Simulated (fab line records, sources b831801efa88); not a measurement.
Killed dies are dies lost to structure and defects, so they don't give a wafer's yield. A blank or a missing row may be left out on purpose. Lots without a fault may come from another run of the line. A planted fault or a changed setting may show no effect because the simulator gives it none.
fab line records | flow sky130
record lots=11 wafers=33 last_day=50
route steps=708 shown VIA4@652 METAL5@665 PAD_OPEN@708
lots that met no fault: from a run of the same line without faults
start_h: hours from the record's first day to the start of the lot's first wafer shown | wait_h: hours since the lot's step before | " the same as in the row above | L1.1+2: a row that stands for several wafers | - no value, or no start given | * or withheld: withheld | < > ~ a bound
route shown NAME@n: a module of which the file shows steps, and the number in the route of the first | usual: mean/standard deviation of fault-free wafers | same: alike in all rows | chamber/n: place in a boat | sites: the reading at each site | _std_site: their standard deviation | _edge_site: outer sites' mean less inner sites' | radius_mm: how far each site lies from the wafer's centre | mask NAME#n: copy n | behind: the tool/chamber that last shaped the wafer | hold: why the lot was held/for how many hours/how that ended | device: the transistor (n, p or np) that didn't switch | end of line: the same wafers' tests at the end of the route | a step without rows: its recipe alone | killed: dies lost to structure and defects at the first sort, not the wafer's yield | map: a wafer's dies, x killed, . not, _ none there
set.NAME: the setting as run; set.NAME@STEP: as run at that earlier step | model.NAME: the simulator's own value behind a step, which no gauge read
steps of the route over a sample of lots; a table a step, a row a wafer
services: from which hour (start_h, from the record's first day; less than 0 if before it) a tool's chamber was out of use, for how many hours, and why
## steps
# step SKY_VIA4_STRIP_13
# recipe chemistry=O2/N2 power_w=1400 pressure_mtorr=1500 platen_temp_c=withheld o2_flow_sccm=3000 n2_flow_sccm=300 overash_fraction=0.5
# usual drypump_motor_current_A=5.9/0.39 oes_product_au=0.710/0.0045 strip_time_to_endpoint_s=12.804/0.026
# columns lot.wafer tool chamber start_h wait_h drypump_motor_current_A oes_product_au rf_hours_counter_h strip_time_to_endpoint_s
L185.3 plasma_asher-03 0 998.99 - 6.1 0.719 - 12.767
L185.4 " 1 " " 5.5 0.724 - 12.782
L185.6 " 1 " " 5.5 0.711 - 12.834
L186.2 plasma_asher-04 0 1011.49 - 5.9 0.712 45 12.798
L186.4 " 0 " " 5.9 0.711 - 12.816
L186.5 " 0 " " 5.9 0.707 - 12.782
L189.1 plasma_asher-03 0 1037.09 - 6.1 0.707 96 12.808
L189.3 " 1 " " 5.5 0.709 - 12.784
L189.4 " 0 " " 6.2 0.702 - 12.771
L190.1 plasma_asher-02 1 1040.81 - 6.2 0.708 127 12.768
L190.5 " 0 " " 5.4 0.711 - 12.812
L190.6 " 1 " " 6.3 0.706 - 12.780
L193.3 plasma_asher-03 0 1055.05 - 6.1 0.712 - 12.793
L193.4 " 1 " " 5.5 0.710 - 12.775
L193.6 " 0 " " 6.2 0.712 - 12.779
L194.3 plasma_asher-04 1 1061.14 - 6.4 0.708 - 12.778
L194.5 " 0 " " 5.9 0.706 - 12.840
L194.6 " 1 " " 6.4 0.716 - 12.774
L196.1 plasma_asher-03 0 1074.79 - 6.1 0.714 101 12.813
L196.5 " 0 " " 6.1 0.711 - 12.838
L196.6 " 1 " " 5.5 0.709 - 12.810
L197.1 plasma_asher-03 1 1084.59 - 5.5 0.722 101 12.840
L197.4 " 0 " " 6.1 0.715 - 12.806
L197.5 " 0 " " 6.1 0.707 - 12.827
L200.3 plasma_asher-03 1 1096.87 - 5.5 0.707 - 12.824
L200.5 " 0 " " 6.1 0.710 - 12.790
L200.6 " 1 " " 5.5 0.718 - 12.814
L206.1 plasma_asher-04 1 1130.09 - 6.4 0.714 57 12.778
L206.4 " 0 " " 5.9 0.707 - 12.829
L206.6 " 0 " " 5.9 0.713 - 12.812
L207.1 plasma_asher-02 0 1133.36 - 5.4 0.699 7 12.798
L207.2 " 1 " " 6.2 0.704 7 12.856
L207.3 " 1 " " 6.2 0.714 - 12.831
# step SKY_VIA4_CMP_21
# recipe stop_on=SiO2 t_overpolish_s=25 down_force_psi=3.5 platen_rpm=60 target_thk_nm=0 pad_velocity_m_s=0.94248
# usual motor_current_A=10.4/1.5 overpolish_run_s=25.000/0.0087 time_to_endpoint_s=123/4.6
# columns lot.wafer tool chamber start_h wait_h motor_current_A overpolish_run_s time_to_endpoint_s
L185.3 cmp-02 3 999.97 0.0 10.0 24.999 119
L185.4 " 1 " " 10.5 25.004 126
L185.6 " 3 " " 10.7 25.006 124
L186.4 cmp-02 0 1012.57 0.1 8.6 25.000 128
L186.2 " 1 " " 10.9 24.987 129
L186.5 " 3 " " 10.2 25.011 121
L189.4 cmp-01 0 1038.52 0.0 8.7 24.985 119
L189.3 " 1 " " 11.2 24.996 124
L189.1 " 3 " " 9.4 25.001 125
L190.1 cmp-02 3 1042.36 0.2 10.5 25.003 120
L190.5 " 0 " " 8.4 24.993 121
L190.6 " 1 " " 10.3 24.982 122
L193.3 cmp-02 3 1056.28 0.3 10.6 24.988 122
L193.4 " 1 " " 11.6 24.984 126
L193.6 " 2 " " 12.5 25.003 122
L194.3 cmp-02 3 1062.49 0.4 10.2 25.017 122
L194.5 " 1 " " 11.0 25.003 125
L194.6 " 2 " " 12.5 25.007 123
L196.1 cmp-01 2 1075.96 0.2 12.1 25.001 116
L196.6 " 3 " " 9.7 24.992 120
L196.5 " 0 " " 8.7 24.991 115
L197.4 cmp-02 2 1085.68 0.1 12.5 25.006 119
L197.1 " 0 " " 8.2 24.995 122
L197.5 " 1 " " 10.6 25.019 126
L200.3 cmp-02 3 1098.00 0.2 10.3 24.988 129
L200.5 " 0 " " 8.4 24.995 132
L200.6 " 1 " " 11.2 25.002 129
L206.1 cmp-02 1 1131.21 0.1 10.7 24.990 122
L206.4 " 2 " " 12.1 24.992 114
L206.6 " 0 " " 8.2 25.012 120
L207.3 cmp-02 2 1135.03 0.7 12.7 24.992 115
L207.1 " 3 " " 10.1 25.005 116
L207.2 " 0 " " 8.3 25.011 119
# step SKY_METAL5_SPUTTER_04
# recipe material=TiN target_thk_nm=70 power_w=6500 time_s=58.3 chamber_pressure_pa=0.4
# usual cathode_dc_power_W=6500.0/1.2 throttle_valve_pct=29.8/1.3
# columns lot.wafer tool chamber start_h wait_h cathode_dc_power_W throttle_valve_pct
L185.3 pvd_sputter-04 - 1000.39 0.0 6498.5 28.3
L185.4 " - " " 6498.5 28.2
L185.6 " - " " 6499.2 28.5
L186.2 pvd_sputter-04 - 1012.89 0.0 6501.7 29.4
L186.4 " - " " 6499.1 30.1
L186.5 " - " " 6499.9 30.3
L189.1 pvd_sputter-03 - 1038.94 0.0 6499.9 29.4
L189.3 " - " " 6501.7 28.1
L189.4 " - " " 6499.1 29.0
L190.1 pvd_sputter-02 - 1042.62 0.0 6501.5 31.6
L190.5 " - " " 6498.8 32.8
L190.6 " - " " 6497.2 30.6
L193.3 pvd_sputter-04 - 1056.65 0.0 6498.4 28.4
L193.4 " - " " 6497.5 29.8
L193.6 " - " " 6499.5 30.1
L194.3 pvd_sputter-02 - 1062.80 0.0 6500.6 30.8
L194.5 " - " " 6501.2 32.9
L194.6 " - " " 6501.8 30.6
L196.1 pvd_sputter-04 - 1076.23 0.0 6500.7 29.3
L196.5 " - " " 6500.6 29.5
L196.6 " - " " 6498.9 28.5
L197.1 pvd_sputter-04 - 1086.04 0.0 6501.5 29.6
L197.4 " - " " 6501.5 28.6
L197.5 " - " " 6499.1 30.0
L200.3 pvd_sputter-02 - 1098.27 0.0 6499.9 32.9
L200.5 " - " " 6501.1 30.6
L200.6 " - " " 6502.0 29.5
L206.1 pvd_sputter-04 - 1131.53 0.0 6499.4 28.4
L206.4 " - " " 6500.6 28.6
L206.6 " - " " 6500.5 28.6
L207.1 pvd_sputter-02 - 1135.40 0.0 6498.1 31.3
L207.2 " - " " 6499.4 30.6
L207.3 " - " " 6501.3 29.3
# step SKY_METAL5_RS_MEAS_05
# recipe thk_meas_gauge=four-point-probe reads=TiN_of_METAL5_SPUTTER_04+Ti_of_METAL5_SPUTTER_03+AlCu_of_METAL5_SPUTTER_02+TiN_of_METAL5_SPUTTER_01+Ti_of_METAL5_SPUTTER_00
# usual METAL5_ALCU_RS=0.02708/0.00022
# columns lot.wafer tool chamber start_h wait_h METAL5_ALCU_RS[ohm/sq]
L185.3 film_metro-04 - 1000.48 0.1 0.0268
L185.4 " - " " 0.02676
L185.6 " - " " 0.02687
L186.2 film_metro-01 - 1012.96 0.0 0.02718
L186.4 " - " " 0.0274
L186.5 " - " " 0.02734
L189.1 film_metro-01 - 1038.99 0.0 0.02691
L189.3 " - " " 0.02692
L189.4 " - " " 0.02694
L190.1 film_metro-01 - 1042.67 0.0 0.027
L190.5 " - " " 0.02712
L190.6 " - " " 0.02726
L193.3 film_metro-01 - 1056.74 0.1 0.0271
L193.4 " - " " 0.02718
L193.6 " - " " 0.02724
L194.3 film_metro-01 - 1062.89 0.1 0.02754
L194.5 " - " " 0.02765
L194.6 " - " " 0.02776
L196.1 film_metro-01 - 1076.28 0.0 0.02726
L196.5 " - " " 0.02753
L196.6 " - " " 0.02724
L197.1 film_metro-04 - 1086.09 0.0 0.02686
L197.4 " - " " 0.02705
L197.5 " - " " 0.02695
L200.3 film_metro-02 - 1098.36 0.1 0.02668
L200.5 " - " " 0.02696
L200.6 " - " " 0.02672
L206.1 film_metro-01 - 1131.58 0.0 0.02711
L206.4 " - " " 0.02704
L206.6 " - " " 0.02695
L207.1 film_metro-04 - 1135.45 0.0 0.02694
L207.2 " - " " 0.02707
L207.3 " - " " 0.0269
# step SKY_PAD_OPEN_PROBE_99
# usual defect_limited_yield=82.2/1.9 killed_at_M0_to_M3=44/6.6 killed_at_M4_up=3.4/1.9 killed_at_contacts=25/5.6 killed_at_front_end=15/4.6 killed_at_other=0.3/0.6 killed_dies=88/9.5 killed_on_rim=17/3.8 killed_open=47/7.1 killed_short=40/6.4 sort_bin_3_pad_short=1.0/0.47 sort_bin_5_function=10.4/1.4 sort_bin_6_memory=6.4/1.1 sort_n_pass=404/9.5 sort_yield_pct=82.2/1.9
# same gross_dies=492 killed_at_back_side=0 sort_bin_4_leakage[%]=0 sort_bin_8_speed[%]=0
# columns lot.wafer tool chamber start_h wait_h defect_limited_yield[%] killed_at_M0_to_M3 killed_at_M4_up killed_at_contacts killed_at_front_end killed_at_other killed_dies killed_on_rim killed_open killed_short sort_bin_3_pad_short[%] sort_bin_5_function[%] sort_bin_6_memory[%] sort_n_pass sort_yield_pct[%]
L185.3 prober-02 - 1071.06 0.2 82.9 41 1 24 17 1 84 12 50 33 0.6 9.1 7.3 408 82.9
L185.4 prober-02 - 1071.11 0.2 82.1 48 4 25 11 0 88 15 47 41 1.2 9.1 7.5 404 82.1
L185.6 prober-02 - 1071.21 0.2 81.9 50 1 16 21 1 89 19 60 29 1.0 10.2 6.9 403 81.9
L190.1 prober-01 - 1108.92 0.1 85.8 32 5 16 17 0 70 17 28 42 0.2 7.7 6.3 422 85.8
L190.5 prober-01 - 1109.12 0.2 85.6 39 1 20 11 0 71 19 43 28 0.8 9.1 4.5 421 85.6
L190.6 prober-01 - 1109.17 0.2 85.6 38 0 22 11 0 71 14 39 32 0.2 9.1 5.1 421 85.6
L193.3 prober-02 - 1121.18 0.2 78.7 59 4 30 11 1 105 18 56 49 0.6 13.6 7.1 387 78.7
L193.4 prober-02 - 1121.23 0.2 79.3 60 4 30 8 0 102 16 58 44 0.8 12.4 7.5 390 79.3
L193.6 prober-02 - 1121.33 0.2 84.1 37 2 23 16 0 78 18 44 34 1.8 7.5 6.5 414 84.1
L194.3 prober-01 - 1126.69 0.2 83.3 47 2 23 10 0 82 15 37 45 0.6 8.1 7.9 410 83.3
L194.5 prober-01 - 1126.79 0.2 81.1 46 3 24 20 0 93 15 50 43 0.4 11.2 7.3 399 81.1
L194.6 prober-01 - 1126.84 0.2 82.7 53 3 21 8 0 85 15 45 40 0.8 11.2 5.3 407 82.7
L196.1 prober-01 - 1139.53 0.1 78.3 57 7 24 19 0 107 21 58 49 0.6 13.8 7.3 385 78.3
L196.5 prober-01 - 1139.73 0.2 31.7 17 295 15 9 0 336 68 26 17 6.7 43.7 17.9 156 31.7
L196.6 prober-01 - 1139.78 0.2 80.1 43 6 34 15 0 98 17 56 42 1.6 11.0 7.3 394 80.1
L197.1 prober-02 - 1148.82 0.1 81.5 51 6 18 16 0 91 14 54 37 0.8 11.8 5.9 401 81.5
L197.4 prober-02 - 1148.97 0.2 80.5 42 3 29 22 0 96 19 49 46 1.0 11.2 7.3 396 80.5
L197.5 prober-02 - 1149.02 0.2 83.5 40 1 24 16 0 81 15 43 37 0.8 11.2 4.5 411 83.5
L200.3 prober-01 - 1158.77 0.2 83.3 34 5 29 13 1 82 19 46 36 0.6 10.2 5.9 410 83.3
L200.5 prober-01 - 1158.87 0.2 81.7 39 1 29 21 0 90 15 46 44 1.8 8.9 7.5 402 81.7
L200.6 prober-01 - 1158.92 0.2 85.2 38 1 14 20 0 73 11 36 37 0.4 9.1 5.3 419 85.2
L206.1 prober-02 - 1187.17 0.1 82.5 41 2 24 19 0 86 18 43 43 1.4 10.6 5.5 406 82.5
L206.4 prober-02 - 1187.32 0.2 82.7 37 2 24 21 1 85 18 46 39 1.4 10.2 5.7 407 82.7
L206.6 prober-02 - 1187.42 0.2 78.9 44 4 30 26 0 104 15 47 57 1.4 13.0 6.7 388 78.9
# killed by level:class
L185.3 VIA1:geometric_particle:open=16 LI_CONTACT:geometric_particle:open=9 FIELD_ISO:geometric_particle:open=7 CONTACT:geometric_particle:open=7 METAL2:geometric_particle:short=5 METAL1:geometric_particle:short=5 VIA2:geometric_particle:open=5 LOCAL_INTERCONNECT:geometric_particle:short=4
L185.4 VIA1:geometric_particle:open=10 VIA2:geometric_particle:open=8 VIA3:geometric_particle:open=8 LI_CONTACT:geometric_particle:open=6 CONTACT:geometric_particle:open=6 METAL2:geometric_particle:short=6 LOCAL_INTERCONNECT:geometric_particle:short=5 CONTACT:geometric_particle:short=5
L185.6 VIA1:geometric_particle:open=11 VIA2:geometric_particle:open=9 LI_CONTACT:geometric_particle:open=8 FIELD_ISO:geometric_particle:short=6 POLY_GATE:geometric_particle:open=6 CONTACT:geometric_particle:open=5 METAL1:geometric_particle:open=5 METAL2:geometric_particle:short=5
L190.1 POLY_GATE:geometric_particle:short=7 METAL1:geometric_particle:short=7 METAL2:geometric_particle:short=6 LI_CONTACT:geometric_particle:open=5 LOCAL_INTERCONNECT:geometric_particle:short=5 FIELD_ISO:geometric_particle:short=4 CONTACT:geometric_particle:open=4 VIA2:geometric_particle:open=4
L190.5 VIA1:geometric_particle:open=14 VIA2:geometric_particle:open=8 CONTACT:geometric_particle:short=6 CONTACT:geometric_particle:open=6 VIA1:geometric_particle:short=5 POLY_GATE:geometric_particle:open=4 FIELD_ISO:geometric_particle:short=3 VIA3:geometric_particle:open=3
L190.6 VIA2:geometric_particle:open=8 VIA1:geometric_particle:open=7 LI_CONTACT:geometric_particle:open=6 METAL1:geometric_particle:short=5 LOCAL_INTERCONNECT:geometric_particle:short=5 CONTACT:geometric_particle:open=5 VIA3:geometric_particle:open=5 CONTACT:geometric_particle:short=4
L193.3 VIA1:geometric_particle:open=17 CONTACT:geometric_particle:open=13 VIA1:geometric_particle:short=10 VIA2:geometric_particle:open=7 METAL2:geometric_particle:short=5 LI_CONTACT:geometric_particle:short=5 LOCAL_INTERCONNECT:geometric_particle:short=5 VIA3:geometric_particle:short=5
L193.4 LI_CONTACT:geometric_particle:open=16 VIA1:geometric_particle:open=14 VIA2:geometric_particle:open=9 METAL2:geometric_particle:short=8 CONTACT:geometric_particle:open=7 VIA1:geometric_particle:short=6 VIA3:geometric_particle:open=5 METAL1:geometric_particle:short=5
L193.6 VIA1:geometric_particle:open=11 LI_CONTACT:geometric_particle:open=8 POLY_GATE:geometric_particle:open=7 CONTACT:geometric_particle:short=6 VIA2:geometric_particle:open=6 FIELD_ISO:geometric_particle:short=5 VIA1:geometric_particle:short=4 FIELD_ISO:geometric_particle:open=3
L194.3 LI_CONTACT:geometric_particle:open=9 VIA1:geometric_particle:open=8 METAL1:geometric_particle:short=7 VIA2:geometric_particle:open=6 VIA2:geometric_particle:short=6 METAL2:geometric_particle:short=5 METAL3:geometric_particle:short=5 LOCAL_INTERCONNECT:geometric_particle:short=4
L194.5 VIA1:geometric_particle:open=13 LI_CONTACT:geometric_particle:open=9 VIA3:geometric_particle:open=9 METAL1:geometric_particle:short=8 LOCAL_INTERCONNECT:geometric_particle:short=7 POLY_GATE:geometric_particle:short=6 POLY_GATE:geometric_particle:open=5 CONTACT:geometric_particle:open=5
L194.6 VIA1:geometric_particle:open=12 METAL2:geometric_particle:short=10 CONTACT:geometric_particle:open=8 VIA3:geometric_particle:open=8 VIA2:geometric_particle:open=8 LOCAL_INTERCONNECT:geometric_particle:short=5 VIA1:geometric_particle:short=4 LI_CONTACT:geometric_particle:short=3
L196.1 VIA3:geometric_particle:open=13 VIA1:geometric_particle:open=12 CONTACT:geometric_particle:open=10 VIA2:geometric_particle:short=7 FIELD_ISO:geometric_particle:short=6 POLY_GATE:geometric_particle:short=6 LI_CONTACT:geometric_particle:open=6 METAL2:geometric_particle:short=5
L196.5 VIA4:unspecified=293 CONTACT:geometric_particle:open=9 VIA1:geometric_particle:open=5 POLY_GATE:geometric_particle:open=4 METAL2:geometric_particle:short=4 LI_CONTACT:geometric_particle:open=3 VIA1:geometric_particle:short=3 FIELD_ISO:geometric_particle:open=2
L196.6 LI_CONTACT:geometric_particle:open=10 VIA3:geometric_particle:open=9 CONTACT:geometric_particle:open=9 VIA1:geometric_particle:open=9 METAL2:geometric_particle:short=7 CONTACT:geometric_particle:short=5 LOCAL_INTERCONNECT:geometric_particle:short=5 VIA1:geometric_particle:short=5
L197.1 VIA1:geometric_particle:open=13 CONTACT:geometric_particle:open=10 VIA2:geometric_particle:open=8 METAL1:geometric_particle:short=7 VIA1:geometric_particle:short=5 METAL2:geometric_particle:short=5 FIELD_ISO:geometric_particle:short=4 POLY_GATE:geometric_particle:open=4
L197.4 CONTACT:geometric_particle:open=10 FIELD_ISO:geometric_particle:short=9 LI_CONTACT:geometric_particle:open=9 VIA2:geometric_particle:open=8 CONTACT:geometric_particle:short=7 VIA1:geometric_particle:open=6 FIELD_ISO:geometric_particle:open=5 VIA1:geometric_particle:short=5
L197.5 CONTACT:geometric_particle:open=9 VIA1:geometric_particle:open=7 LI_CONTACT:geometric_particle:open=6 METAL1:geometric_particle:short=6 VIA2:geometric_particle:open=6 VIA3:geometric_particle:open=6 FIELD_ISO:geometric_particle:open=5 METAL2:geometric_particle:short=5
L200.3 CONTACT:geometric_particle:open=14 CONTACT:geometric_particle:short=10 VIA2:geometric_particle:open=7 METAL2:geometric_particle:short=5 VIA1:geometric_particle:open=5 VIA3:geometric_particle:open=5 METAL4:geometric_particle:short=4 FIELD_ISO:geometric_particle:open=3
L200.5 CONTACT:geometric_particle:open=12 VIA3:geometric_particle:open=7 LI_CONTACT:geometric_particle:open=6 METAL1:geometric_particle:short=6 POLY_GATE:geometric_particle:open=5 VIA1:geometric_particle:open=5 VIA3:geometric_particle:short=5 FIELD_ISO:geometric_particle:short=4
L200.6 FIELD_ISO:geometric_particle:short=7 POLY_GATE:geometric_particle:short=7 METAL1:geometric_particle:short=7 VIA2:geometric_particle:open=7 VIA1:geometric_particle:open=6 FIELD_ISO:geometric_particle:open=5 CONTACT:geometric_particle:open=5 VIA3:geometric_particle:open=5
L206.1 VIA1:geometric_particle:short=11 VIA1:geometric_particle:open=9 LI_CONTACT:geometric_particle:open=8 VIA3:geometric_particle:open=6 LI_CONTACT:geometric_particle:short=5 FIELD_ISO:geometric_particle:open=4 CONTACT:geometric_particle:open=4 CONTACT:geometric_particle:short=4
L206.4 CONTACT:geometric_particle:open=10 VIA1:geometric_particle:open=8 LI_CONTACT:geometric_particle:open=6 FIELD_ISO:geometric_particle:short=5 FIELD_ISO:geometric_particle:open=5 POLY_GATE:geometric_particle:open=5 METAL3:geometric_particle:short=5 VIA3:geometric_particle:open=5
L206.6 VIA1:geometric_particle:open=12 CONTACT:geometric_particle:open=10 FIELD_ISO:geometric_particle:short=9 CONTACT:geometric_particle:short=9 VIA2:geometric_particle:open=8 VIA1:geometric_particle:short=7 METAL1:geometric_particle:short=7 METAL2:geometric_particle:short=6
## services
# columns tool chamber start_h hours kind
pvd_sputter-04 0 991.16 - consumable_replace:kit
pvd_sputter-04 0 991.16 18.0 scheduled_down
pvd_sputter-04 0 991.16 18.0 vent_cycle
pvd_sputter-04 - 1001.35 0.5 repair
cmp-01 - 1003.81 0.4 repair
cmp-01 - 1014.85 0.9 repair
cmp-02 - 1023.99 4.0 repair
plasma_asher-03 - 1030.41 2.1 repair
plasma_asher-03 - 1033.73 0.4 repair
cmp-01 - 1043.47 24.3 repair
pvd_sputter-03 - 1045.74 27.6 repair
plasma_asher-02 - 1055.28 9.0 pm
pvd_sputter-03 - 1055.87 2.5 repair
pvd_sputter-04 3 1070.82 - consumable_replace:kit
pvd_sputter-04 3 1070.82 18.0 scheduled_down
cmp-02 - 1072.67 3.4 repair
pvd_sputter-04 - 1084.03 1.7 repair
cmp-02 - 1093.81 4.0 pm
cmp-02 - 1097.81 - consumable_replace:conditioner
cmp-02 - 1097.81 - consumable_replace:pad
cmp-02 - 1108.20 3.8 repair
cmp-02 - 1112.01 7.0 pm
cmp-02 - 1123.14 7.0 pm
cmp-01 - 1131.30 6.1 pm
## key
first_sign step=SKY_PAD_OPEN_PROBE_99 reading=killed_at_M4_up direction=up sigmas=99+ usual=3.4 struck=295
effect step=SKY_PAD_OPEN_PROBE_99 reading=defect_limited_yield direction=down sigmas=26 usual=82.2 struck=31.7
met_at SKY_VIA4_CMP_21
struck_lots L196
struck_wafers L196.5
not_acting_at SKY_VIA4_STRIP_13,SKY_METAL5_SPUTTER_04,SKY_METAL5_RS_MEAS_05
onset_between 1038.52 1075.96
fault kind=chamber_particle_source tool=cmp-01 chamber=0 onset_h=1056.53 steps=SKY_VIA4_CMP_21 rate_per_visit_cm2=1.8329 end_h=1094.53
